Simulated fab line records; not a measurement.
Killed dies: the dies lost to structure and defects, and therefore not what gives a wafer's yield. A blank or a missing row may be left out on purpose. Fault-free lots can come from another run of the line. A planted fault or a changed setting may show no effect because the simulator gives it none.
Commonality check across tools ; flow sky130 ; 11 lots, 33 wafers sampled

## THE REASON FOR OPENING IT
At SKY_VIA3_CD_MEAS_12 the reading cd nm is flagged on 2 of 11 lots. Wafers without a fault read 199.9 nm, standard deviation 1.1.
Rule: a lot is flagged in two cases, either no wafer of it has a number, or all its wafers with numbers fall more than 4 standard deviations from that mean. The rest of the lots are taken to be sound.

lot;measured;on;cd nm (nm), wafer by wafer;flag
L912;day 40 03:39;cd sem-02;200.0 199.9 200.9;
L914;day 40 16:32;cd sem-02;201.1 202.9 201.9;
L913;day 40 22:09;cd sem-01;200.2 200.6 198.9;
L915;day 41 01:28;cd sem-01;200.5 200.0 201.0;
L919;day 41 18:34;cd sem-02;201.4 200.0 200.2;
L921;day 42 09:58;cd sem-02;199.3 199.7 199.0;
L924;day 43 08:17;cd sem-02;138.0 193.5 168.2;FLAGGED
L927;day 43 20:39;cd sem-02;171.9 192.4 151.7;FLAGGED
L930;day 44 19:50;cd sem-01;199.4 198.8 199.4;
L933;day 45 11:17;cd sem-01;201.0 198.9 199.2;
L934;day 45 17:04;cd sem-02;200.2 200.6 200.7;
The mean of the flagged lots' numbers is 169.3 nm, -30.6 nm from the usual (-28 standard deviations).

## TOOL THAT RAN EACH LOT
2 process steps preceding the reading are held in the record, out of 708 steps in the route. Read each cell as the tool, then ch plus the chambers that the sampled wafers visited, then the start.
lot;flag;SKY_VIA1_CMP_24;SKY_VIA3_EXPOSE_09
L912;;cmp-02 ch 1,3, day 34 16:39;krf scanner-02 ch 0, day 39 15:51
L914;;cmp-02 ch 0,1,3, day 35 07:27;krf scanner-01 ch 0, day 40 04:44
L913;;cmp-02 ch 0,2,3, day 35 10:53;krf scanner-01 ch 0, day 40 10:27
L915;;cmp-01 ch 1,3, day 35 15:11;krf scanner-02 ch 0, day 40 13:52
L919;;cmp-02 ch 1,2, day 36 10:10;krf scanner-02 ch 0, day 41 06:48
L921;;cmp-01 ch 1,2,3, day 37 02:50;krf scanner-02 ch 0, day 41 22:19
L924;FLAGGED;cmp-01 ch 1,2,3, day 38 02:26;krf scanner-02 ch 0, day 42 21:17
L927;FLAGGED;cmp-01 ch 1,2,3, day 38 14:50;krf scanner-02 ch 0, day 43 09:08
L930;;cmp-02 ch 1,2,3, day 39 17:02;krf scanner-01 ch 0, day 44 09:00
L933;;cmp-01 ch 1,2,3, day 40 10:13;krf scanner-01 ch 0, day 45 00:42
L934;;cmp-01 ch 0,1, day 40 14:10;krf scanner-01 ch 0, day 45 06:09
These steps, and what they do:
- SKY_VIA1_CMP_24: polishes, stops on SiO2, t overpolish 15 s, target thk 0 nm.
- SKY_VIA3_EXPOSE_09: exposes mask VIM3, target cd 200 nm.
- SKY_VIA3_CD_MEAS_12: target cd 200 nm.

## FLAGGED AGAINST TOTAL, ONE TOOL AT A TIME (gauges that did the reading follow at the end)
step;tool;lots run;flagged;share of the flagged lots;sound lots run after its first flagged lot
SKY_VIA1_CMP_24;cmp-01;6;2;all;2 (L933,L934)
SKY_VIA1_CMP_24;cmp-02;5;0;none;-
SKY_VIA3_EXPOSE_09;krf scanner-01;5;0;none;-
SKY_VIA3_EXPOSE_09;krf scanner-02;6;2;all;0
SKY_VIA3_CD_MEAS_12;cd sem-01;4;0;none;-
SKY_VIA3_CD_MEAS_12;cd sem-02;7;2;all;1 (L934)

## THE TABLE: WHAT IT ALLOWS
All flagged lots were run by 3 table rows, namely cmp-01 at SKY_VIA1_CMP_24, krf scanner-02 at SKY_VIA3_EXPOSE_09, cd sem-02 at SKY_VIA3_CD_MEAS_12.
- cmp-01 at SKY_VIA1_CMP_24 ran 6 lots, 2 of them flagged. Sound lots ran on it after the first flagged one (L933, L934), which a lasting fault on the whole tool wouldn't allow.
- krf scanner-02 at SKY_VIA3_EXPOSE_09 ran 6 lots, 2 of them flagged. Its last sound lot is L921 (day 41 22:19), its first flagged lot L924 (day 42 21:17): a fault that began between those two fits. Its own readings (exposure dose mJ cm2) fall more than 4 standard deviations out on all wafers of the flagged lots.
- cd sem-02 at SKY_VIA3_CD_MEAS_12 ran 7 lots, 2 of them flagged. Sound lots ran on it after the first flagged one (L934), which a lasting fault on the whole tool wouldn't allow.
krf scanner-02 at SKY_VIA3_EXPOSE_09 is the single tool remaining.

## WHAT THE SIMULATOR PUT IN
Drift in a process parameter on krf scanner-02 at SKY_VIA3_EXPOSE_09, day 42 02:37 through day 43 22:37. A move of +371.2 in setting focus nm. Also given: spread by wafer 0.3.
Lots struck among those shown: L924, L927. The rule above found the same.
